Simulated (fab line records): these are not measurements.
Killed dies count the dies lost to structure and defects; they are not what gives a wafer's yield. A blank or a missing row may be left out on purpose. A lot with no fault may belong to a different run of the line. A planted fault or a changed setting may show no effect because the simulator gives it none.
Which of the tools did it? || flow sky130 || 36 wafers sampled from 12 lots at 1 step of a route of 708

== WHAT THE GAUGES SHOWED, per wafer ==
SKY_VIA3_RS_MEAS_22: a four-point-probe measurement.
{"lot": "L075", "measured": "day 40 04:05", "on": "film metro-02", "VIA3_W_RS (ohm/sq)": "0.298 0.295 0.300"}
{"lot": "L077", "measured": "day 40 20:25", "on": "film metro-02", "VIA3_W_RS (ohm/sq)": "0.293 0.290 0.298"}
{"lot": "L079", "measured": "day 41 11:25", "on": "film metro-03", "VIA3_W_RS (ohm/sq)": "0.293 0.292 0.290"}
{"lot": "L081", "measured": "day 41 19:01", "on": "film metro-01", "VIA3_W_RS (ohm/sq)": "0.291 0.296 0.295"}
{"lot": "L082", "measured": "day 42 15:54", "on": "film metro-03", "VIA3_W_RS (ohm/sq)": "0.292 0.292 0.292"}
{"lot": "L085", "measured": "day 43 01:25", "on": "film metro-03", "VIA3_W_RS (ohm/sq)": "0.296 0.299 0.290"}
{"lot": "L087", "measured": "day 43 11:52", "on": "film metro-01", "VIA3_W_RS (ohm/sq)": "0.287 0.286 0.291"}
{"lot": "L089", "measured": "day 44 03:43", "on": "film metro-02", "VIA3_W_RS (ohm/sq)": "0.301 0.299 0.297"}
{"lot": "L092", "measured": "day 44 13:53", "on": "film metro-03", "VIA3_W_RS (ohm/sq)": "0.288 0.282 0.289"}
{"lot": "L093", "measured": "day 45 01:22", "on": "film metro-01", "VIA3_W_RS (ohm/sq)": "0.285 0.290 0.292"}
{"lot": "L095", "measured": "day 45 10:14", "on": "film metro-02", "VIA3_W_RS (ohm/sq)": "0.287 0.289 0.287"}
{"lot": "L097", "measured": "day 46 02:56", "on": "film metro-01", "VIA3_W_RS (ohm/sq)": "0.293 0.290 0.288"}

== WHAT TOOL EACH LOT RAN ON (gives the tool, then ch and the chambers of the sampled wafers, and finally the start) ==
Record: no process step prior to these readings.

== THE ANSWER, worked out from the rows above alone ==
Rule: usual is defined by the lots themselves. The widest of any qualifying gaps counts: lots, ordered by their means at a reading, are off when they make up no more than a third of the lots, leave a main group of 4 or more, and stand apart from it by 3 or more times the standard deviation of that group's means. A main group whose means are all the same, to the digits that the tables above print for the reading, isn't used. A lot without any number at a reading at which 4 lots or more have one is off too. Any other lot the step has rows for is counted as sound.
None of the lots is off at any reading shown; this tells nothing.

== WHAT WAS PUT IN BY THE SIMULATOR ==
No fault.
